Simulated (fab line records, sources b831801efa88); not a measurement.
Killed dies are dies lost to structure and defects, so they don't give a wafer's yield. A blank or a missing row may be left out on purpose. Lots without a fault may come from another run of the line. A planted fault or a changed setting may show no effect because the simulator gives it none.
fab line records | flow gf180mcu
record lots=5 wafers=15 last_day=34
route steps=602 shown STI@5 DNWELL@32
lots that met no fault: from a run of the same line without faults
start_h: hours from the record's first day to the start of the lot's first wafer shown | wait_h: hours since the lot's step before | " the same as in the row above | L1.1+2: a row that stands for several wafers | - no value, or no start given | * or withheld: withheld | < > ~ a bound
route shown NAME@n: a module of which the file shows steps, and the number in the route of the first | usual: mean/standard deviation of fault-free wafers | same: alike in all rows | chamber/n: place in a boat | sites: the reading at each site | _std_site: their standard deviation | _edge_site: outer sites' mean less inner sites' | radius_mm: how far each site lies from the wafer's centre | mask NAME#n: copy n | behind: the tool/chamber that last shaped the wafer | hold: why the lot was held/for how many hours/how that ended | device: the transistor (n, p or np) that didn't switch | end of line: the same wafers' tests at the end of the route | a step without rows: its recipe alone | killed: dies lost to structure and defects at the first sort, not the wafer's yield | map: a wafer's dies, x killed, . not, _ none there
set.NAME: the setting as run; set.NAME@STEP: as run at that earlier step | model.NAME: the simulator's own value behind a step, which no gauge read
lots at some steps of the route; a table a step, a row a wafer
services: from which hour (start_h, from the record's first day; less than 0 if before it) a tool's chamber was out of use, for how many hours, and why
## steps
# step GF_STI_THK_MEAS_04
# recipe reads=Si3N4_of_STI_CVD_03
# usual STI_CVD_03_THK=206.3/1.6
# columns lot.wafer tool chamber start_h wait_h STI_CVD_03_THK[nm]
L074.1 film_metro-01 - 13.60 0.0 203.1
L074.2 " - " " 200.6
L074.5 " - " " 202.9
L084.2 film_metro-03 - 63.57 0.0 208.1
L084.3 " - " " 208.9
L084.5 " - " " 207.4
L089.1 film_metro-02 - 88.56 0.0 206.1
L089.3 " - " " 204.6
L089.4 " - " " 205.8
L093.1 film_metro-03 - 111.43 0.0 203.9
L093.3 " - " " 204.9
L093.4 " - " " 204.0
L097.3 film_metro-01 - 128.58 0.0 205.1
L097.4 " - " " 205.8
L097.5 " - " " 205.4
# step GF_STI_DEHYDRATE_05
# recipe temp_c=200 time_s=60
# usual chill_plate_temp_C=22.99/0.093
# same time_s=60
# columns lot.wafer tool chamber start_h wait_h chill_plate_temp_C
L074.1 litho_track-02 0 18.64 5.0 23.14
L074.2 " 0 " " 23.00
L074.5 " 0 " " 23.07
L084.2 litho_track-01 0 69.64 6.1 22.84
L084.3 " 0 " " 22.82
L084.5 " 0 " " 22.96
L089.1 litho_track-01 0 95.22 6.6 23.08
L089.3 " 0 " " 23.05
L089.4 " 0 " " 23.20
L093.1 litho_track-04 0 117.63 6.2 23.03
L093.3 " 0 " " 22.93
L093.4 " 0 " " 23.03
L097.3 litho_track-04 0 135.53 6.9 22.93
L097.4 " 0 " " 23.08
L097.5 " 0 " " 22.96
# step GF_STI_HMDS_06
# recipe prime_time_s=60 prime_temp_c=120
# usual chill_plate_temp_C=23.01/0.11
# same prime_time_s=60
# columns lot.wafer tool chamber start_h wait_h chill_plate_temp_C
L074.1 litho_track-02 0 18.79 0.1 23.09
L074.2 " 0 " " 23.14
L074.5 " 0 " " 22.90
L084.2 litho_track-01 0 69.79 0.1 22.89
L084.3 " 0 " " 23.00
L084.5 " 0 " " 23.10
L089.1 litho_track-01 0 95.37 0.1 22.95
L089.3 " 0 " " 22.98
L089.4 " 0 " " 23.12
L093.1 litho_track-04 0 117.78 0.1 23.08
L093.3 " 0 " " 23.17
L093.4 " 0 " " 23.02
L097.3 litho_track-04 0 135.68 0.1 23.18
L097.4 " 0 " " 22.99
L097.5 " 0 " " 22.97
# step GF_STI_COAT_07
# recipe resist=KrF spin_rpm=withheld resist_thk_nm=700
# usual chill_plate_temp_C=23.00/0.097
# columns lot.wafer tool chamber start_h wait_h chill_plate_temp_C
L074.1 litho_track-02 0 18.94 0.1 22.95
L074.2 " 0 " " 22.99
L074.5 " 0 " " 22.99
L084.2 litho_track-01 0 69.94 0.1 23.05
L084.3 " 0 " " 22.88
L084.5 " 0 " " 23.07
L089.1 litho_track-01 0 95.52 0.1 23.04
L089.3 " 0 " " 23.00
L089.4 " 0 " " 23.01
L093.1 litho_track-04 0 117.93 0.1 23.04
L093.3 " 0 " " 22.96
L093.4 " 0 " " 23.13
L097.3 litho_track-04 0 135.83 0.1 23.00
L097.4 " 0 " " 23.10
L097.5 " 0 " " 23.17
# step GF_STI_SOFTBAKE_08
# recipe temp_c=130 time_s=60 resist=KrF
# usual chill_plate_temp_C=22.98/0.11
# same time_s=60
# columns lot.wafer tool chamber start_h wait_h chill_plate_temp_C
L074.1 litho_track-02 0 19.09 0.1 22.95
L074.2 " 0 " " 23.05
L074.5 " 0 " " 23.11
L084.2 litho_track-01 0 70.09 0.1 22.89
L084.3 " 0 " " 23.00
L084.5 " 0 " " 23.06
L089.1 litho_track-01 0 95.67 0.1 23.05
L089.3 " 0 " " 22.88
L089.4 " 0 " " 23.02
L093.1 litho_track-04 0 118.08 0.1 22.91
L093.3 " 0 " " 22.88
L093.4 " 0 " " 22.95
L097.3 litho_track-04 0 135.98 0.1 22.99
L097.4 " 0 " " 23.20
L097.5 " 0 " " 23.00
# step GF_STI_EXPOSE_09
# recipe mask_id=COMP target_cd_nm=220 na=0.68 source_shape=conventional sigma_outer=0.6 dose_mj=28
# usual stage_vel_mm_s=500.04/0.25
# columns lot.wafer tool chamber start_h wait_h mask stage_vel_mm_s
L074.1 krf_scanner-02 0 - - COMP#0 500.08
L074.2 " 0 " " COMP#0 499.75
L074.5 " 0 " " COMP#0 500.04
L084.2 krf_scanner-02 0 - - COMP#0 499.97
L084.3 " 0 " " COMP#0 499.88
L084.5 " 0 " " COMP#0 499.93
L089.1 krf_scanner-02 0 - - COMP#0 499.82
L089.3 " 0 " " COMP#0 499.97
L089.4 " 0 " " COMP#0 499.09
L093.1 krf_scanner-01 0 - - COMP#0 500.18
L093.3 " 0 " " COMP#0 500.21
L093.4 " 0 " " COMP#0 499.95
L097.3 krf_scanner-02 0 - - COMP#0 500.32
L097.4 " 0 " " COMP#0 500.21
L097.5 " 0 " " COMP#0 500.35
# step GF_STI_PEB_10
# recipe peb_temp_c=135 peb_time_s=90 resist=KrF
# usual chill_plate_temp_C=23.01/0.11
# same peb_time_s=90
# columns lot.wafer tool chamber start_h wait_h chill_plate_temp_C
L074.1 litho_track-02 0 - - 23.04
L074.2 " 0 " " 22.97
L074.5 " 0 " " 22.93
L084.2 litho_track-04 0 - - 22.90
L084.3 " 0 " " 22.86
L084.5 " 0 " " 22.91
L089.1 litho_track-01 0 - - 23.11
L089.3 " 0 " " 23.04
L089.4 " 0 " " 23.23
L093.1 litho_track-01 0 - - 23.01
L093.3 " 0 " " 23.09
L093.4 " 0 " " 22.81
L097.3 litho_track-01 0 - - 22.78
L097.4 " 0 " " 22.84
L097.5 " 0 " " 22.73
# step GF_STI_DEVELOP_11
# recipe develop_time_s=60 dev_temp_c=21
# usual chill_plate_temp_C=23.01/0.11
# columns lot.wafer tool chamber start_h wait_h chill_plate_temp_C
L074.1 litho_track-02 0 25.09 0.2 22.97
L074.2 " 0 " " 23.00
L074.5 " 0 " " 22.94
L084.2 litho_track-04 0 76.55 0.2 23.02
L084.3 " 0 " " 22.97
L084.5 " 0 " " 23.02
L089.1 litho_track-01 0 101.62 0.2 22.96
L089.3 " 0 " " 23.08
L089.4 " 0 " " 22.92
L093.1 litho_track-01 0 126.77 0.2 23.12
L093.3 " 0 " " 23.06
L093.4 " 0 " " 23.03
L097.3 litho_track-01 0 143.52 0.1 22.93
L097.4 " 0 " " 23.35
L097.5 " 0 " " 23.00
# step GF_STI_CD_MEAS_12
# recipe target_cd_nm=220
# usual cd_nm=219.7/1
# columns lot.wafer tool chamber start_h wait_h cd_nm
L074.1 cd_sem-02 - 25.24 0.1 218.5
L074.2 " - " " 218.9
L074.5 " - " " 218.2
L084.2 cd_sem-02 - 76.70 0.1 219.8
L084.3 " - " " 219.0
L084.5 " - " " 218.8
L089.1 cd_sem-02 - 101.77 0.1 218.1
L089.3 " - " " 219.8
L089.4 " - " " 217.9
L093.1 cd_sem-02 - 126.92 0.1 221.8
L093.3 " - " " 222.5
L093.4 " - " " 222.2
L097.3 cd_sem-01 - 143.66 0.1 218.8
L097.4 " - " " 218.7
L097.5 " - " " 217.2
# step GF_STI_ETCH_13
# recipe chemistry=CHF3/O2 stop_on=Si over_etch_frac=0.3 target_depth_a=2823.1 source_w=600 bias_w=200 pressure_mtorr=40 chf3_flow_sccm=50 O2_flow_sccm=5 time_s=112.9
# usual chamber_pressure_mTorr=40.00/0.038 drypump_motor_current_A=5.7/0.41 oes_product_au=0.830/0.0057 throttle_valve_pct=8.810/0.01
# same time_s=112.9
# columns lot.wafer tool chamber start_h wait_h chamber_pressure_mTorr drypump_motor_current_A oes_product_au rf_hours_counter_h throttle_valve_pct
L074.1 rie_diel-02 1 25.36 0.1 40.02 5.1 0.822 160 8.803
L074.2 " 0 " " 39.99 6.4 0.812 157 8.795
L074.5 " 3 " " 40.01 5.6 0.822 - 8.813
L084.2 rie_diel-03 3 76.80 0.1 40.01 6.4 0.830 20 8.810
L084.3 " 0 " " 40.01 6.2 0.837 62 8.831
L084.5 " 1 " " 40.07 5.9 0.833 - 8.818
L089.1 rie_diel-04 1 101.89 0.1 39.96 5.3 0.825 91 8.810
L089.3 " 2 " " 39.96 5.7 0.826 4 8.820
L089.4 " 3 " " 39.97 5.6 0.827 123 8.821
L093.1 rie_diel-04 2 127.04 0.1 39.99 5.7 0.820 5 8.807
L093.3 " 1 " " 39.99 5.4 0.826 91 8.809
L093.4 " 0 " " 40.00 5.3 0.824 110 8.814
L097.3 rie_diel-02 1 143.74 0.1 40.03 5.1 0.826 0 8.814
L097.4 " 3 " " 40.01 5.7 0.830 - 8.793
L097.5 " 1 " " 39.95 5.0 0.836 - 8.807
# step GF_STI_ETCH_14
# recipe target=Si chemistry=HBr/Cl2/O2 target_depth_nm=360 icp_w=600 bias_w=150 pressure_mtorr=15 HBr_flow_sccm=150 Cl2_flow_sccm=40 O2_flow_sccm=6 time_s=102.9
# usual chamber_pressure_mTorr=15.001/0.013 drypump_motor_current_A=5.7/0.38 mfc_cl2_sccm=39.98/0.12 oes_product_au=1.003/0.011 throttle_valve_pct=25.653/0.011
# same time_s=102.9
# columns lot.wafer tool chamber start_h wait_h chamber_pressure_mTorr drypump_motor_current_A mfc_cl2_sccm oes_product_au rf_hours_counter_h throttle_valve_pct
L074.1 rie_si-02 2 25.44 0.0 14.999 5.3 40.08 1.011 44 25.655
L074.2 " 3 " " 14.992 5.6 40.03 1.001 118 25.652
L074.5 " 3 " " 14.974 5.6 40.10 1.007 - 25.663
L084.2 rie_si-02 3 76.88 0.0 14.998 5.6 39.94 1.000 119 25.656
L084.3 " 2 " " 15.003 5.3 40.00 1.001 45 25.662
L084.5 " 2 " " 14.991 5.3 39.90 0.990 - 25.676
L089.1 rie_si-01 3 101.97 0.0 15.010 6.6 39.73 1.017 79 25.652
L089.3 " 2 " " 14.991 6.1 39.85 1.005 47 25.661
L089.4 " 1 " " 15.015 5.3 40.17 1.017 79 25.649
L093.1 rie_si-02 3 127.12 0.0 15.014 5.6 39.81 1.007 120 25.653
L093.3 " 0 " " 15.005 6.0 40.02 0.992 1 25.666
L093.4 " 2 " " 14.990 5.3 40.01 1.005 45 25.655
L097.3 rie_si-02 1 143.82 0.0 15.006 5.6 40.02 1.000 124 25.659
L097.4 " 3 " " 14.990 5.6 40.10 1.000 120 25.679
L097.5 " 3 " " 14.996 5.6 40.03 1.001 - 25.664
# step GF_STI_STRIP_15
# recipe chemistry=O2/N2 power_w=1400 pressure_mtorr=1500 platen_temp_c=250 o2_flow_sccm=3000 n2_flow_sccm=300 overash_fraction=0.5
# usual chamber_pressure_mTorr=1499.7/1.4 drypump_motor_current_A=5.66/0.26 heater_power_w=356/48 oes_product_au=0.383/0.0052 strip_time_to_endpoint_s=3.72/0.056
# same overash_fraction=0.5
# columns lot.wafer tool chamber start_h wait_h chamber_pressure_mTorr drypump_motor_current_A heater_power_w oes_product_au rf_hours_counter_h strip_time_to_endpoint_s
L074.1 plasma_asher-03 0 25.52 0.0 1499.5 5.77 318 0.385 23 3.74
L074.2 " 1 " " 1499.7 5.51 315 0.373 23 3.68
L074.5 " 1 " " 1498.7 5.51 324 0.377 - 3.71
L084.2 plasma_asher-04 1 76.95 0.0 1499.6 5.35 357 0.385 40 3.65
L084.3 " 1 " " 1499.5 5.36 357 0.389 - 3.76
L084.5 " 0 " " 1499.2 5.64 330 0.376 - 3.70
L089.1 plasma_asher-01 1 102.04 0.0 1501.7 6.22 337 0.384 43 3.74
L089.3 " 0 " " 1499.1 5.55 461 0.382 - 3.60
L089.4 " 1 " " 1499.7 6.20 326 0.382 - 3.67
L093.1 plasma_asher-01 0 127.19 0.0 1500.8 5.57 475 0.376 46 3.67
L093.3 " 0 " " 1501.1 5.55 473 0.394 - 3.83
L093.4 " 1 " " 1498.7 6.20 330 0.384 - 3.70
L097.3 plasma_asher-01 0 143.93 0.1 1500.3 5.56 468 0.381 - 3.71
L097.4 " 1 " " 1500.8 6.20 329 0.392 - 3.73
L097.5 " 0 " " 1499.4 5.56 469 0.381 - 3.74
# step GF_STI_CLEAN_16
# recipe chemistry=dHF time_s=25 dilution=100:1
# same time_s=25
# columns lot.wafer tool chamber start_h wait_h
L074.1+2+5 wet_bench-03 3 25.62 0.1
L084.2+3+5 wet_bench-02 3 77.05 0.1
L089.1+3+4 wet_bench-02 1 102.14 0.1
L093.1+3+4 wet_bench-02 3 127.29 0.1
L097.3+4+5 wet_bench-01 0 143.99 0.0
# step GF_STI_WET_ETCH_17
# recipe chemistry=H3PO4 target_depth_nm=45 temp_c=160 target=Si3N4 time_s=514
# same time_s=514
# columns lot.wafer tool chamber start_h wait_h
L074.1+2+5 wet_bench-01 2 25.63 0.0
L084.2+3+5 wet_bench-03 1 77.06 0.0
L089.1+3+4 wet_bench-01 0 102.16 0.0
L093.1+3+4 wet_bench-01 1 127.31 0.0
L097.3+4+5 wet_bench-03 1 144.01 0.0
# step GF_STI_CLEAN_18
# recipe chemistry=SC1/SC2 mix=1:4:20 temp_c=70 time_s=150
# same time_s=150
# columns lot.wafer tool chamber start_h wait_h
L074.1+2+5 wet_bench-03 3 25.79 0.0
L084.2+3+5 wet_bench-02 2 77.22 0.0
L089.1+3+4 wet_bench-02 0 102.31 0.0
L093.1+3+4 wet_bench-03 2 127.46 0.0
L097.3+4+5 wet_bench-02 2 144.16 0.0
# step GF_STI_CLEAN_19
# recipe chemistry=dHF time_s=20 dilution=100:1
# same time_s=20
# columns lot.wafer tool chamber start_h wait_h
L074.1+2+5 wet_bench-01 3 25.84 0.0
L084.2+3+5 wet_bench-03 1 77.27 0.0
L089.1+3+4 wet_bench-01 3 102.36 0.0
L093.1+3+4 wet_bench-01 0 127.52 0.0
L097.3+4+5 wet_bench-01 2 144.21 0.0
# step GF_STI_WET_ETCH_20
# recipe chemistry=dHF dilution=100:1 target_depth_nm=20 temp_c=25 dry=ipa_marangoni target=SiO2 time_s=400
# same time_s=400
# columns lot.wafer tool chamber start_h wait_h
L074.1+2+5 wet_bench-02 0 25.85 0.0
L084.2+3+5 wet_bench-01 3 77.28 0.0
L089.1+3+4 wet_bench-02 3 102.37 0.0
L093.1+3+4 wet_bench-03 1 127.53 0.0
L097.3+4+5 wet_bench-03 0 144.22 0.0
# step GF_STI_OXIDATION_21
# recipe temp_c=1000 ambient=O2 stabilise_s=600 purge_s=300 target_thk_a=150 ox_time_s=458
# usual zone_power_lower_pct=20.7/1.4
# same stabilise_s=600
# columns lot.wafer tool chamber start_h wait_h zone_power_lower_pct
L074.1 furnace-02 0 26.50 0.4 22.3
L074.2 " 0 " " 21.8
L074.5 " 0 " " 22.1
L084.2 furnace-01 0 77.79 0.4 19.3
L084.3 " 0 " " 19.6
L084.5 " 0 " " 19.4
L089.1 furnace-01 0 106.15 3.7 19.6
L089.3 " 0 " " 19.4
L089.4 " 0 " " 19.1
L093.1 furnace-01 0 127.83 0.2 19.4
L093.3 " 0 " " 19.4
L093.4 " 0 " " 19.3
L097.3 furnace-01 0 144.34 0.0 19.4
L097.4 " 0 " " 19.6
L097.5 " 0 " " 19.6
# step GF_STI_THK_MEAS_22
# recipe reads=SiO2_of_STI_OXIDATION_21
# usual STI_OXIDATION_01_THK=14.94/0.24
# columns lot.wafer tool chamber start_h wait_h STI_OXIDATION_01_THK[nm]
L074.1 film_metro-01 - 27.73 0.1 14.67
L074.2 " - " " 14.91
L074.5 " - " " 14.67
L084.2 film_metro-01 - 78.95 0.0 15.23
L084.3 " - " " 14.98
L084.5 " - " " 15.00
L089.1 film_metro-01 - 107.28 0.0 14.67
L089.3 " - " " 15.01
L089.4 " - " " 14.74
L093.1 film_metro-03 - 128.95 0.0 15.22
L093.3 " - " " 14.73
L093.4 " - " " 14.81
L097.3 film_metro-01 - 145.49 0.0 14.93
L097.4 " - " " 15.08
L097.5 " - " " 15.22
# step GF_STI_CVD_23
# recipe material=SiO2 target_thk_nm=650 sigma_open_frac=0.3 time_s=108.3 temp_c=600 sih4_flow_sccm=60 pressure_mtorr=6
# usual susceptor_temp_C=600.03/0.28
# same time_s=108.3
# columns lot.wafer tool chamber start_h wait_h susceptor_temp_C
L074.1 hdpcvd-02 1 27.79 0.1 600.02
L074.2 " 2 " " 600.15
L074.5 " 2 " " 600.19
L084.2 hdpcvd-02 0 79.00 0.0 599.78
L084.3 " 1 " " 599.81
L084.5 " 0 " " 600.34
L089.1 hdpcvd-02 0 107.34 0.1 599.98
L089.3 " 2 " " 599.74
L089.4 " 0 " " 599.94
L093.1 hdpcvd-02 0 129.01 0.1 600.20
L093.3 " 1 " " 599.85
L093.4 " 1 " " 600.37
L097.3 hdpcvd-02 1 145.53 0.0 599.99
L097.4 " 2 " " 600.31
L097.5 " 1 " " 599.65
# step GF_STI_THK_MEAS_24
# recipe reads=SiO2_of_STI_CVD_23
# usual STI_CVD_23_THK=653/5.6
# columns lot.wafer tool chamber start_h wait_h STI_CVD_23_THK[nm]
L074.1 film_metro-02 - 27.87 0.0 645
L074.2 " - " " 650
L074.5 " - " " 656
L084.2 film_metro-03 - 79.09 0.0 650
L084.3 " - " " 651
L084.5 " - " " 650
L089.1 film_metro-03 - 107.41 0.0 649
L089.3 " - " " 652
L089.4 " - " " 656
L093.1 film_metro-03 - 129.09 0.0 657
L093.3 " - " " 663
L093.4 " - " " 655
L097.3 film_metro-01 - 145.63 0.1 657
L097.4 " - " " 660
L097.5 " - " " 650
# step GF_STI_CMP_25
# recipe stop_on=Si3N4 t_overpolish_s=33 down_force_psi=4 platen_rpm=60 target_thk_nm=524.6 pad_velocity_m_s=0.94248
# usual edge_zone_pressure_frac=1.000/0.0051 motor_current_A=12.2/1.3 overpolish_run_s=32.999/0.0083 time_to_endpoint_s=125/5.5
# columns lot.wafer tool chamber start_h wait_h edge_zone_pressure_frac motor_current_A overpolish_run_s time_to_endpoint_s
L074.1 cmp-02 3 28.08 0.2 1.000 13.1 32.992 117
L074.2 " 0 " " 0.999 12.4 33.002 129
L074.5 " 2 " " 1.005 10.7 32.997 121
L084.3 cmp-02 1 79.24 0.1 1.003 13.8 32.986 129
L084.2 " 2 " " 1.006 10.8 32.995 124
L084.5 " 0 " " 1.007 12.5 33.011 131
L089.1 cmp-02 2 107.47 0.1 0.994 10.8 33.010 117
L089.4 " 3 " " 0.995 13.3 32.992 117
L089.3 " 0 " " 1.000 11.6 32.997 127
L093.1 cmp-02 1 129.38 0.3 0.997 13.7 32.993 125
L093.3 " 3 " " 0.998 13.8 33.009 120
L093.4 " 0 " " 0.998 12.7 33.013 131
L097.3 cmp-02 2 145.75 0.1 0.999 10.8 32.996 123
L097.4 " 0 " " 0.997 12.4 33.000 128
L097.5 " 1 " " 0.997 13.3 32.999 132
# step GF_STI_WET_ETCH_26
# recipe chemistry=dHF target_depth_nm=94 target=SiO2 temp_c=25 dilution=10:1 time_s=188
# same time_s=188
# columns lot.wafer tool chamber start_h wait_h
L074.1+2+5 wet_bench-01 3 28.33 0.2
L084.2+3+5 wet_bench-02 0 79.44 0.1
L089.1+3+4 wet_bench-03 1 107.77 0.2
L093.1+3+4 wet_bench-03 0 129.68 0.2
L097.3+4+5 wet_bench-01 1 146.00 0.2
# step GF_STI_WET_ETCH_27
# recipe chemistry=H3PO4 target_depth_nm=160 target=Si3N4 temp_c=160 time_s=1825
# same time_s=1825
# columns lot.wafer tool chamber start_h wait_h
L074.1+2+5 wet_bench-03 0 28.39 0.0
L084.2+3+5 wet_bench-01 3 79.50 0.0
L089.1+3+4 wet_bench-02 2 107.83 0.0
L093.1+3+4 wet_bench-02 0 129.75 0.0
L097.3+4+5 wet_bench-03 3 146.07 0.0
# step GF_STI_WET_ETCH_28
# recipe chemistry=dHF target_depth_nm=20 dry=ipa_marangoni target=SiO2 temp_c=25 dilution=10:1 time_s=40
# same time_s=40
# columns lot.wafer tool chamber start_h wait_h
L074.1+2+5 wet_bench-01 1 28.95 0.0
L084.2+3+5 wet_bench-03 2 80.01 0.0
L089.1+3+4 wet_bench-03 1 108.35 0.0
L093.1+3+4 wet_bench-02 0 130.27 0.0
L097.3+4+5 wet_bench-01 1 146.58 0.0
# step GF_STI_OXIDATION_29
# recipe temp_c=900 ambient=O2 stabilise_s=600 purge_s=300 target_thk_a=100 ox_time_s=1418
# usual zone_power_lower_pct=16.6/1.1
# same stabilise_s=600
# columns lot.wafer tool chamber start_h wait_h zone_power_lower_pct
L074.1 furnace-02 0 30.47 1.5 17.2
L074.2 " 0 " " 17.6
L074.5 " 0 " " 17.6
L084.2 furnace-01 0 81.20 1.2 15.1
L084.3 " 0 " " 15.5
L084.5 " 0 " " 15.0
L089.1 furnace-01 0 109.85 1.5 15.1
L089.3 " 0 " " 15.2
L089.4 " 0 " " 15.3
L093.1 furnace-02 0 130.65 0.4 17.7
L093.3 " 0 " " 17.6
L093.4 " 0 " " 17.3
L097.3 furnace-02 0 146.60 0.0 17.4
L097.4 " 0 " " 17.4
L097.5 " 0 " " 17.3
# step GF_STI_THK_MEAS_30
# recipe reads=SiO2_of_STI_OXIDATION_29
# usual STI_OXIDATION_02_THK=9.97/0.2
# columns lot.wafer tool chamber start_h wait_h STI_OXIDATION_02_THK[nm]
L074.1 film_metro-01 - 31.86 0.0 9.96
L074.2 " - " " 10.00
L074.5 " - " " 10.05
L084.2 film_metro-02 - 82.60 0.0 10.03
L084.3 " - " " 10.07
L084.5 " - " " 10.06
L089.1 film_metro-01 - 111.24 0.0 10.01
L089.3 " - " " 9.94
L089.4 " - " " 9.82
L093.1 film_metro-02 - 132.04 0.0 10.12
L093.3 " - " " 10.03
L093.4 " - " " 9.87
L097.3 film_metro-01 - 148.02 0.0 10.20
L097.4 " - " " 10.05
L097.5 " - " " 10.33
# step GF_DNWELL_DEHYDRATE_00
# recipe temp_c=200 time_s=60
# usual chill_plate_temp_C=23.00/0.13
# same time_s=60
# columns lot.wafer tool chamber start_h wait_h chill_plate_temp_C
L074.1 litho_track-03 0 37.73 5.9 23.12
L074.2 " 0 " " 23.09
L074.5 " 0 " " 23.27
L084.2 litho_track-04 0 88.40 5.8 23.19
L084.3 " 0 " " 23.14
L084.5 " 0 " " 23.16
L089.1 litho_track-02 0 117.09 5.8 22.92
L089.3 " 0 " " 22.88
L089.4 " 0 " " 22.95
L093.1 litho_track-02 0 138.99 6.9 22.89
L093.3 " 0 " " 22.91
L093.4 " 0 " " 22.74
L097.3 litho_track-02 0 155.19 7.2 23.04
L097.4 " 0 " " 23.16
L097.5 " 0 " " 23.08
# step GF_DNWELL_HMDS_01
# recipe prime_time_s=60 prime_temp_c=120
# usual chill_plate_temp_C=23.01/0.11
# same prime_time_s=60
# columns lot.wafer tool chamber start_h wait_h chill_plate_temp_C
L074.1 litho_track-03 0 37.88 0.1 23.05
L074.2 " 0 " " 23.17
L074.5 " 0 " " 23.12
L084.2 litho_track-04 0 88.55 0.1 22.92
L084.3 " 0 " " 23.05
L084.5 " 0 " " 22.89
L089.1 litho_track-02 0 117.24 0.1 23.09
L089.3 " 0 " " 22.94
L089.4 " 0 " " 23.09
L093.1 litho_track-02 0 139.14 0.1 23.06
L093.3 " 0 " " 22.90
L093.4 " 0 " " 22.84
L097.3 litho_track-02 0 155.34 0.1 22.97
L097.4 " 0 " " 23.08
L097.5 " 0 " " 23.02
# step GF_DNWELL_COAT_02
# recipe spin_rpm=2000 resist_thk_nm=3000
# usual chill_plate_temp_C=22.98/0.11
# columns lot.wafer tool chamber start_h wait_h chill_plate_temp_C
L074.1 litho_track-03 0 38.03 0.1 23.03
L074.2 " 0 " " 23.14
L074.5 " 0 " " 22.86
L084.2 litho_track-04 0 88.70 0.1 22.85
L084.3 " 0 " " 22.97
L084.5 " 0 " " 22.94
L089.1 litho_track-02 0 117.39 0.1 23.21
L089.3 " 0 " " 23.12
L089.4 " 0 " " 23.22
L093.1 litho_track-02 0 139.29 0.1 22.89
L093.3 " 0 " " 23.02
L093.4 " 0 " " 22.90
L097.3 litho_track-02 0 155.49 0.1 23.12
L097.4 " 0 " " 23.10
L097.5 " 0 " " 23.18
# step GF_DNWELL_SOFTBAKE_03
# recipe temp_c=110 time_s=withheld
# usual chill_plate_temp_C=23.00/0.1
# columns lot.wafer tool chamber start_h wait_h chill_plate_temp_C
L074.1 litho_track-03 0 38.18 0.1 22.76
L074.2 " 0 " " 22.78
L074.5 " 0 " " 22.96
L084.2 litho_track-04 0 88.86 0.1 23.05
L084.3 " 0 " " 22.96
L084.5 " 0 " " 22.99
L089.1 litho_track-02 0 117.54 0.1 23.04
L089.3 " 0 " " 22.90
L089.4 " 0 " " 22.88
L093.1 litho_track-02 0 139.44 0.1 23.17
L093.3 " 0 " " 23.07
L093.4 " 0 " " 23.10
L097.3 litho_track-02 0 155.66 0.1 23.04
L097.4 " 0 " " 22.99
L097.5 " 0 " " 23.20
# step GF_DNWELL_EXPOSE_04
# recipe mask_id=DNWELL target_cd_nm=1700 na=0.6 source_shape=conventional sigma_outer=0.6 dose_mj=260
# usual stage_vel_mm_s=500.01/0.28
# columns lot.wafer tool chamber start_h wait_h mask stage_vel_mm_s
L074.1 iline_stepper-02 0 - - DNWELL#0 499.70
L074.2 " 0 " " DNWELL#0 499.80
L074.5 " 0 " " DNWELL#0 500.04
L084.2 iline_stepper-02 0 - - DNWELL#0 500.03
L084.3 " 0 " " DNWELL#0 499.95
L084.5 " 0 " " DNWELL#0 499.73
L089.1 iline_stepper-02 0 - - DNWELL#0 500.06
L089.3 " 0 " " DNWELL#0 499.65
L089.4 " 0 " " DNWELL#0 500.09
L093.1 iline_stepper-02 0 - - DNWELL#0 499.98
L093.3 " 0 " " DNWELL#0 500.05
L093.4 " 0 " " DNWELL#0 499.72
L097.3 iline_stepper-01 0 - - DNWELL#0 499.82
L097.4 " 0 " " DNWELL#0 499.69
L097.5 " 0 " " DNWELL#0 499.71
# step GF_DNWELL_PEB_05
# recipe temp_c=115 time_s=withheld
# usual chill_plate_temp_C=22.99/0.12
# columns lot.wafer tool chamber start_h wait_h chill_plate_temp_C
L074.1 litho_track-03 0 - - 22.96
L074.2 " 0 " " 22.95
L074.5 " 0 " " 22.76
L084.2 litho_track-04 0 - - 23.01
L084.3 " 0 " " 22.92
L084.5 " 0 " " 23.06
L089.1 litho_track-03 0 - - 23.04
L089.3 " 0 " " 22.96
L089.4 " 0 " " 22.76
L093.1 litho_track-02 0 - - 22.73
L093.3 " 0 " " 23.02
L093.4 " 0 " " 23.06
L097.3 litho_track-03 0 - - 23.12
L097.4 " 0 " " 23.05
L097.5 " 0 " " 23.12
# step GF_DNWELL_DEVELOP_06
# recipe wall_angle_deg=90 develop_time_s=60 dev_temp_c=23
# usual chill_plate_temp_C=23.03/0.12
# columns lot.wafer tool chamber start_h wait_h chill_plate_temp_C
L074.1 litho_track-03 0 - - 23.04
L074.2 " 0 " " 22.93
L074.5 " 0 " " 22.84
L084.2 litho_track-04 0 - - 23.17
L084.3 " 0 " " 23.08
L084.5 " 0 " " 23.09
L089.1 litho_track-03 0 - - 23.10
L089.3 " 0 " " 23.03
L089.4 " 0 " " 23.21
L093.1 litho_track-02 0 - - 23.08
L093.3 " 0 " " 23.22
L093.4 " 0 " " 23.06
L097.3 litho_track-03 0 - - 23.19
L097.4 " 0 " " 23.10
L097.5 " 0 " " 23.18
# step GF_DNWELL_IMPLANT_07
# recipe species=P energy_kev=1500 dose_cm2=1e+13 tilt_deg=0
# columns lot.wafer tool chamber start_h wait_h
L074.1+2+5 implanter-03 0 43.88 -
L084.2+3+5 implanter-03 0 95.95 -
L089.1+3+4 implanter-03 0 125.48 -
L093.1+3+4 implanter-01 0 147.29 -
L097.3+4+5 implanter-04 0 163.58 -
## services
# columns tool chamber start_h hours kind
krf_scanner-02 - -0.59 0.8 pm
furnace-01 - 3.44 4.6 pm
hdpcvd-02 0 5.85 3.5 repair
wet_bench-03 - 8.46 1.2 repair
furnace-02 - 13.55 11.4 repair
cmp-02 - 21.84 3.6 repair
cmp-02 - 32.55 0.8 repair
krf_scanner-02 - 35.08 1.3 pm
cmp-02 - 37.05 1.6 repair
iline_stepper-02 - 39.79 0.9 repair
furnace-02 - 40.60 6.0 pm
furnace-02 - 46.59 3.1 pm
cmp-02 - 64.00 4.0 pm
cmp-02 - 72.70 0.9 repair
iline_stepper-02 - 75.93 1.7 pm
krf_scanner-02 - 81.59 3.6 pm
rie_si-02 1 84.50 5.4 repair
furnace-01 - 87.96 15.2 pm
rie_si-02 0 91.69 3.7 repair
rie_si-02 - 101.63 0.5 repair
rie_si-02 2 102.93 9.2 repair
furnace-02 - 103.66 2.9 pm
iline_stepper-02 - 106.27 7.8 repair
cmp-02 - 146.41 2.1 repair
## key
fault none
